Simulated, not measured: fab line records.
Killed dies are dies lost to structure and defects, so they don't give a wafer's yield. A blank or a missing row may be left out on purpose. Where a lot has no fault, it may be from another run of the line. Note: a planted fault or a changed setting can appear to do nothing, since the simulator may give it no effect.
Which tool did it? | flow sky130 | Sampling: 11 lots, 33 wafers, 4 of 708 route steps

## WHAT EACH GAUGE READ, for each wafer
SKY_CONTACT_THK_MEAS_03.
lot  | measured     | on            | CONTACT_HDPCVD_THK (nm)
L643 | day 31 10:35 | film-metro-01 | 567 567 564
L645 | day 32 09:34 | film-metro-02 | 570 576 576
L647 | day 33 05:41 | film-metro-03 | 564 562 558
L646 | day 33 09:29 | film-metro-02 | 557 559 568
L648 | day 33 14:22 | film-metro-01 | 563 567 564
L649 | day 33 21:05 | film-metro-02 | 567 566 564
L651 | day 34 03:40 | film-metro-01 | 568 568 566
L652 | day 34 16:13 | film-metro-03 | 569 570 562
L653 | day 34 21:27 | film-metro-01 | 556 560 568
L658 | day 36 22:23 | film-metro-01 | 576 575 452
L663 | day 37 17:31 | film-metro-02 | 444 564 569

## EACH LOT AND THE TOOL THAT RAN IT (in order: tool; ch and the chambers of the sampled wafers; start)
lot  | SKY_LI_CONTACT_STRIP_16              | SKY_LI_CONTACT_SPUTTER_19    | SKY_CONTACT_HDPCVD_02
L643 | plasma-asher-03 ch 0,1, day 30 05:17 | pvd-sputter-01, day 30 05:35 | hdpcvd-01 ch 0,1,2, day 31 10:31
L645 | plasma-asher-03 ch 0,1, day 31 04:07 | pvd-sputter-02, day 31 04:25 | hdpcvd-01 ch 0,1,2, day 32 09:29
L647 | plasma-asher-02 ch 0,1, day 32 00:23 | pvd-sputter-02, day 32 00:39 | hdpcvd-02 ch 0,1,2, day 33 05:37
L646 | plasma-asher-02 ch 0,1, day 32 04:18 | pvd-sputter-02, day 32 04:35 | hdpcvd-02 ch 1,2, day 33 09:25
L648 | plasma-asher-03 ch 0,1, day 32 09:06 | pvd-sputter-01, day 32 09:24 | hdpcvd-02 ch 0,1, day 33 14:17
L649 | plasma-asher-01 ch 0,1, day 32 15:22 | pvd-sputter-03, day 32 15:38 | hdpcvd-01 ch 0,1, day 33 20:59
L651 | plasma-asher-03 ch 1, day 32 22:54   | pvd-sputter-02, day 32 23:13 | hdpcvd-01 ch 1, day 34 03:34
L652 | plasma-asher-02 ch 0,1, day 33 11:20 | pvd-sputter-01, day 33 11:38 | hdpcvd-02 ch 0,2, day 34 16:09
L653 | plasma-asher-03 ch 0,1, day 33 16:17 | pvd-sputter-01, day 33 16:36 | hdpcvd-02 ch 0,1, day 34 21:22
L658 | plasma-asher-01 ch 0,1, day 35 18:47 | pvd-sputter-01, day 35 19:03 | hdpcvd-01 ch 0,2, day 36 22:18
L663 | plasma-asher-02 ch 0,1, day 36 13:03 | pvd-sputter-03, day 36 13:20 | hdpcvd-01 ch 1,2, day 37 17:27
- SKY_LI_CONTACT_STRIP_16: strips in O2/N2.
- SKY_LI_CONTACT_SPUTTER_19: material Ti, target thk 20 nm, time 106.37 s.
- SKY_CONTACT_HDPCVD_02: deposits SiO2, target thk 565 nm, time 94.2 s.

## THE ANSWER, worked out from the rows above alone
Rule: the usual values come from the lots themselves. Put in order of their means at a reading, lots are off if they are a third of the lots or fewer, leave a main group of 4 or more, and stand apart from it by a gap of 3 or more times the standard deviation of the main group's means; of several such gaps the widest counts. A main group is skipped when, at the precision printed for the reading in the tables above, its means are all equal. Also off: a lot with no number at a reading for which 4 or more lots have one. The other lots that the step has rows for count as sound.
Off: at SKY_CONTACT_THK_MEAS_03 (CONTACT_HDPCVD_THK), L658, L663. The main group has a mean of 565 nm with a standard deviation of 3.8.
If a tool, at a process step before that reading, ran all the lots that are off and no sound lot after the first of them, it fits. Gauges at SKY_CONTACT_THK_MEAS_03: tried the same way as those tools. One fits: SKY_CONTACT_HDPCVD_02 on hdpcvd-01. A fault onset in the window from L651 (day 34 03:34, its last sound lot) to L658 (day 36 22:18, its first lot off) fits.

## WHAT WAS PUT IN BY THE SIMULATOR
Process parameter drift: hdpcvd-01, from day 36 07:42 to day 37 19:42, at SKY_CONTACT_HDPCVD_02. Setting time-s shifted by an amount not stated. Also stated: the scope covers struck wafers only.
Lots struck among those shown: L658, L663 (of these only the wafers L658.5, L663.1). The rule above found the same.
